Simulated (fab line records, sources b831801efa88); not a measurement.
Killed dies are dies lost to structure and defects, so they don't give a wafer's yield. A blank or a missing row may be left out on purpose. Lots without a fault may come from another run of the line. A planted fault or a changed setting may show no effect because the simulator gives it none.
Tool commonality check | flow gf180mcu | 12 lots, 36 wafers sampled

WHY IT WAS OPENED
At GF_HV_LDD_TW_MEAS_11 the reading HV_LDD_TW is flagged on 2 of 12 lots. Wafers without a fault read 2394, standard deviation 22.
Rule: a lot is flagged when every wafer of it that has a number lies more than 4 standard deviations from that mean, or none has a number. The other lots count as sound.

lot  | measured     | on            | HV_LDD_TW, wafer by wafer | flag
L829 | day 10 09:57 | film_metro-04 | 2361 2352 2378            |
L837 | day 12 20:18 | film_metro-04 | 2678 2670 2675            | FLAGGED
L838 | day 13 03:11 | film_metro-01 | 2417 2412 2421            |
L839 | day 13 07:13 | film_metro-02 | 2700 2708 2694            | FLAGGED
L840 | day 13 16:44 | film_metro-01 | 2431 2413 2414            |
L841 | day 13 18:02 | film_metro-02 | 2399 2418 2414            |
L843 | day 14 08:08 | film_metro-04 | 2366 2373 2369            |
L845 | day 15 00:16 | film_metro-02 | 2416 2415 2426            |
L847 | day 15 12:26 | film_metro-02 | 2419 2414 2423            |
L848 | day 15 19:51 | film_metro-04 | 2379 2379 2380            |
L850 | day 16 11:02 | film_metro-04 | 2377 2364 2359            |
L851 | day 16 15:25 | film_metro-01 | 2400 2397 2411            |
The numbers of the flagged lots are 2688 on average: +294 against the usual, or +13 standard deviations.

WHICH TOOL RAN EACH LOT
The record holds 2 process steps before the reading, out of a route of 602 steps. In each cell: the tool, then ch and the chambers that the sampled wafers went through, then the start.
lot  | flag    | GF_HV_LDD_IMPLANT_09            | GF_HV_LDD_STRIP_10
L829 |         | implanter-01 ch 0, day 10 09:43 | plasma_asher-02 ch 0,1, day 10 09:50
L837 | FLAGGED | implanter-01 ch 0, day 12 20:04 | plasma_asher-02 ch 0,1, day 12 20:11
L838 |         | implanter-02 ch 0, day 13 02:58 | plasma_asher-04 ch 0,1, day 13 03:05
L839 | FLAGGED | implanter-01 ch 0, day 13 07:00 | plasma_asher-02 ch 0,1, day 13 07:08
L840 |         | implanter-03 ch 0, day 13 16:31 | plasma_asher-02 ch 0,1, day 13 16:38
L841 |         | implanter-03 ch 0, day 13 17:47 | plasma_asher-01 ch 0,1, day 13 17:56
L843 |         | implanter-03 ch 0, day 14 07:53 | plasma_asher-02 ch 0,1, day 14 08:02
L845 |         | implanter-03 ch 0, day 15 00:04 | plasma_asher-04 ch 0,1, day 15 00:10
L847 |         | implanter-03 ch 0, day 15 12:13 | plasma_asher-04 ch 0,1, day 15 12:22
L848 |         | implanter-03 ch 0, day 15 19:37 | plasma_asher-01 ch 1, day 15 19:44
L850 |         | implanter-01 ch 0, day 16 10:47 | plasma_asher-04 ch 0,1, day 16 10:56
L851 |         | implanter-03 ch 0, day 16 15:13 | plasma_asher-04 ch 0,1, day 16 15:19
What these steps do:
- GF_HV_LDD_IMPLANT_09
- GF_HV_LDD_STRIP_10: strips in O2/N2.
- GF_HV_LDD_TW_MEAS_11

FLAGGED OVER TOTAL, TOOL BY TOOL (the gauges that took the reading come last)
step                 | tool            | lots run | flagged | share of the flagged lots | sound lots run after its first flagged lot
GF_HV_LDD_IMPLANT_09 | implanter-01    | 4        | 2       | all                       | 1 (L850)
GF_HV_LDD_IMPLANT_09 | implanter-02    | 1        | 0       | none                      | -
GF_HV_LDD_IMPLANT_09 | implanter-03    | 7        | 0       | none                      | -
GF_HV_LDD_STRIP_10   | plasma_asher-01 | 2        | 0       | none                      | -
GF_HV_LDD_STRIP_10   | plasma_asher-02 | 5        | 2       | all                       | 2 (L840,L843)
GF_HV_LDD_STRIP_10   | plasma_asher-04 | 5        | 0       | none                      | -
GF_HV_LDD_TW_MEAS_11 | film_metro-01   | 3        | 0       | none                      | -
GF_HV_LDD_TW_MEAS_11 | film_metro-02   | 4        | 1       | some                      | 3 (L841,L845,L847)
GF_HV_LDD_TW_MEAS_11 | film_metro-04   | 5        | 1       | some                      | 3 (L843,L848,L850)

WHAT THE TABLE ALLOWS
2 rows of the table ran every flagged lot: implanter-01 at GF_HV_LDD_IMPLANT_09, plasma_asher-02 at GF_HV_LDD_STRIP_10.
- implanter-01 at GF_HV_LDD_IMPLANT_09: 2 of its 4 lots flagged. Sound lots ran on it after the first flagged one (L850), which a lasting fault on the whole tool wouldn't allow. Its own readings lie more than 4 standard deviations out on every wafer of the flagged lots: dose_ions_cm2, faraday_current_uA.
- plasma_asher-02 at GF_HV_LDD_STRIP_10: 2 of its 5 lots flagged. Sound lots ran on it after the first flagged one (L840, L843), which a lasting fault on the whole tool wouldn't allow.
No row of the table ran every flagged lot and no sound lot after the first.

WHAT THE SIMULATOR HAD PUT IN
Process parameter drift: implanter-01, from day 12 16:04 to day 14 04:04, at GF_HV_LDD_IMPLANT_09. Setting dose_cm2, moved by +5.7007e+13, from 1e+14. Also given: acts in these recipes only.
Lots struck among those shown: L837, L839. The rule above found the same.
